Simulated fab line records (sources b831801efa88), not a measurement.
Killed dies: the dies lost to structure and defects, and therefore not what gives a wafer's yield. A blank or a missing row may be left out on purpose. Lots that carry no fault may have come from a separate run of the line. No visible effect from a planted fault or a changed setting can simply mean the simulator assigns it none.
8D (eight disciplines) problem report, filled in by code || flow sfq_line || the parts of the form that need people (team, actions taken, sign-off) are left out

== 1. PROBLEM STATEMENT ==
Across 2 wafers from 2 lots, M4_NB_RS at SFQ_M4_RS_MEAS_924 averages 1.056 ohm/sq, while fault-free wafers read 0.890 ohm/sq with a standard deviation of 0.011. That puts it +15 standard deviations away from the usual mean.
The step: measures by four-point-probe.
First observed at day 49 12:26: wafer L153.2, on film_metro-03. The record has a number at this step for 42 wafers belonging to 14 lots. By rule, "out" or "out of limits" means more than 4 standard deviations away from the usual mean. Any other wafer with a number is counted as sound.

== 2. WHAT IT IS, WHAT IT ISN'T ==
{"question": "which readings at this step", "is": "M4_NB_RS", "is not": "-"}
{"question": "which lots", "is": "L153, L155", "is not": "L136, L137, L139, L140, L142, L143, L145, L146, L147, L150, L158, L159"}
{"question": "which wafers of those lots", "is": "L153.2, L155.6", "is not": "L153.3, L153.4, L155.3, L155.5"}
{"question": "read on which gauges", "is": "film_metro-01, film_metro-03", "is not": "film_metro-02"}
{"question": "when", "is": "from day 49 12:26", "is not": "up to then (32 sound wafers); but 8 sound wafers of L155, L158, L159 came after"}

== 3. THE SUSPECTS, EACH WITH WHAT RULES IT OUT ==
Counting: a tool at a process step up to the reading stays a suspect if it ran every lot that is out. Sound lots after the first of them don't rule it out here, since some wafers of a struck lot are sound.
- the gauge at SFQ_M4_RS_MEAS_924 has been ruled out. 2 gauges (film_metro-01, film_metro-03) read the wafers that are out.
- pvd_sputter-04 at SFQ_TRILAYER_M4_DEP_SPUTTER_091 (material Nb, target thk 200 nm, time 133.3 s): kept. Ran every lot that is out, first one L153 (day 49 12:19); last sound lot up to then L146 (day 48 00:24).
Remaining after the count: pvd_sputter-04 at SFQ_TRILAYER_M4_DEP_SPUTTER_091.

== 4. THE CAUSE (what the simulator had put in) ==
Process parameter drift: pvd_sputter-04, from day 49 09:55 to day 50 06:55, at SFQ_TRILAYER_M4_DEP_SPUTTER_091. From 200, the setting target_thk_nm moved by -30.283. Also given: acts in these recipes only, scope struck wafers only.
The count eliminated every tool but this one.

== 5. THE CHAIN OF EFFECTS, in route order ==
Each row: a reading whose mean over the struck wafers that have a number lies more than 3 standard deviations from the usual. Scope: only readings with a usual standard deviation given in the record; hours: median across lots of the time from each lot's start at the first step in this table that gives one to its start at this step; sigmas: change in usual standard deviations.
{"hours": 0, "step": "SFQ_M4_RS_MEAS_924", "reading": "M4_NB_RS", "usual": "0.890 ohm/sq", "on struck wafers": 1.056, "change": "+0.166", "sigmas": "+15"}
{"hours": 140, "step": "SFQ_TRILAYER_M4_ETCH_METAL_ETCH_096", "reading": "oes_product_au", "usual": "0.895 a.u.", "on struck wafers": 0.817, "change": -0.079, "sigmas": -10}
Process steps it contains:
- SFQ_TRILAYER_M4_ETCH_METAL_ETCH_096: etches Nb in Cl2/Ar, stops on SiO2, target depth 240 nm, time 120 s.

== 6. HOW IT WOULD HAVE BEEN CAUGHT EARLIER ==
Counted from the fault's start at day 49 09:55, it took 3 hours until the first out-of-limits reading at a measuring or inspecting step in this record, taken at day 49 12:26.
Of the tool readings at SFQ_TRILAYER_M4_DEP_SPUTTER_091 for which the record gives a usual standard deviation, none was out on any struck wafer, so an alarm limit of 4 standard deviations on them would not have fired.
Among the 2 lots that are out, L155 began SFQ_TRILAYER_M4_DEP_SPUTTER_091 on pvd_sputter-04 after day 49 12:26. Holding the tool at that time would have saved it.
